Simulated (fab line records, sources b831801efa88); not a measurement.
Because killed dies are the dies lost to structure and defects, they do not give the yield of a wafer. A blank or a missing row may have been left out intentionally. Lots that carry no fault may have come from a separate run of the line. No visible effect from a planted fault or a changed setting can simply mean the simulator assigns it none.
Lot-split experiment ; flow sfq-line ; route with 325 steps; 5 lots, 23 wafers read

== THE SPLIT ==
At SFQ_TRILAYER_I5_LITHO_COAT_149 (resist thk 62 nm), the setting spin-rpm was moved away from the recipe's 3000 rpm on 9 of the 23 wafers read, by -5.2% to +4.4%. For the rest of the wafers, this setting stayed at what the recipe calls for.

The split's own step is where the reading is taken.

== THE READING ==
BARC_of_TRILAYER_I5_LITHO_COAT_149.thk-nm (the simulator's own value, which no gauge read), in nm, at SFQ_TRILAYER_I5_LITHO_COAT_149 (resist thk 62 nm). The file gives no usual value for it. Average 61.96 nm, standard deviation 0.12 nm, over the 14 wafers here run with the recipe.

wafer;tool, chamber at the split;spin-rpm as run, rpm;against the recipe;BARC_of_TRILAYER_I5_LITHO_COAT_149.thk-nm, nm;against lot-mates on the recipe
L077.1;litho-track-03, 0;2882;-3.9%;63.21;+1.14
L077.2;litho-track-03, 0;3000;recipe;62.09;-
L077.3;litho-track-03, 0;3000;recipe;61.98;-
L077.4;litho-track-03, 0;2882;-3.9%;63.29;+1.22
L077.6;litho-track-03, 0;3000;recipe;62.14;-
L078.1;litho-track-04, 0;3000;recipe;62.02;-
L078.2;litho-track-04, 0;3064;+2.1%;61.23;-0.69
L078.3;litho-track-04, 0;3064;+2.1%;61.05;-0.87
L078.5;litho-track-04, 0;3000;recipe;61.91;-
L078.6;litho-track-04, 0;3000;recipe;61.83;-
L079.1;litho-track-03, 0;3000;recipe;62.01;-
L079.2;litho-track-03, 0;3000;recipe;62.1;-
L079.3;litho-track-03, 0;3000;recipe;62.04;-
L079.4;litho-track-03, 0;2845;-5.2%;63.82;+1.77
L079.6;litho-track-03, 0;2845;-5.2%;63.52;+1.47
L082.1;litho-track-03, 0;3000;recipe;61.96;-
L082.3;litho-track-03, 0;3000;recipe;62.01;-
L082.4;litho-track-03, 0;3131;+4.4%;60.5;-1.48
L082.5;litho-track-03, 0;3131;+4.4%;60.58;-1.41
L082.6;litho-track-03, 0;3131;+4.4%;60.53;-1.45
L084.1;litho-track-01, 0;3000;recipe;61.74;-
L084.4;litho-track-01, 0;3000;recipe;61.77;-
L084.5;litho-track-01, 0;3000;recipe;61.9;-

FIT RESULTS
A straight line over all 23 wafers: BARC_of_TRILAYER_I5_LITHO_COAT_149.thk-nm changes by -0.332 nm for each +1% of spin-rpm; r = -0.99; the points scatter about the line by 0.12 nm.
The same after taking each lot's own level away (the mean of its wafers on the recipe; 23 wafers): -0.321 nm for each +1%; r = -1.00; scatter 0.083 nm.
The reading moves by 1.7 nm for the largest change in spin-rpm, on that fit.
Across the lots, their own levels run from 61.803 to 62.070 nm, a range of 2.3 times the standard deviation given above.
Hence the lot-to-lot level has little effect on the slope; both slopes agree.
Check: for one of the wafers moved furthest among these (-5.2%), held out of the fit, the line's prediction against its lot-mates is +1.6 nm. Against them it came out at +1.77 nm.

== OTHER SPLITS ON THESE WAFERS ==
Other splits were also applied to these wafers ahead of the reading. Each is held against what the fit with the lots' levels taken away leaves over:
other split on the same wafers;wafers away from the commonest value;r with BARC_of_TRILAYER_I5_LITHO_COAT_149.thk-nm (lot level and that fit taken away)
SFQ_TRILAYER_M4_BARC_OPEN_METAL_ETCH_123 time-s;11;+0.37
SFQ_TRILAYER_I4_VIA_LITHO_COAT_108 spin-rpm;11;+0.37
SFQ_TRILAYER_JJ_TRILAYER_DEP_SPUTTER_110 time-s;6;+0.03
SFQ_TRILAYER_JJ_CE_LITHO_EXPOSE_115 dose-mj;9;-0.27
SFQ_TRILAYER_JJ_CE_LITHO_PEB_117 peb-time-s;6;-0.18
SFQ_TRILAYER_M5_LITHO_PEB_126 peb-time-s;4;-0.05
SFQ_TRILAYER_R5_DEP_SPUTTER_132 time-s;10;-0.06

== THE FILE'S OWN FIT ==
BARC_of_TRILAYER_I5_LITHO_COAT_149.thk-nm changes by -0.32 nm for each +1% of spin-rpm, r = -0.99.
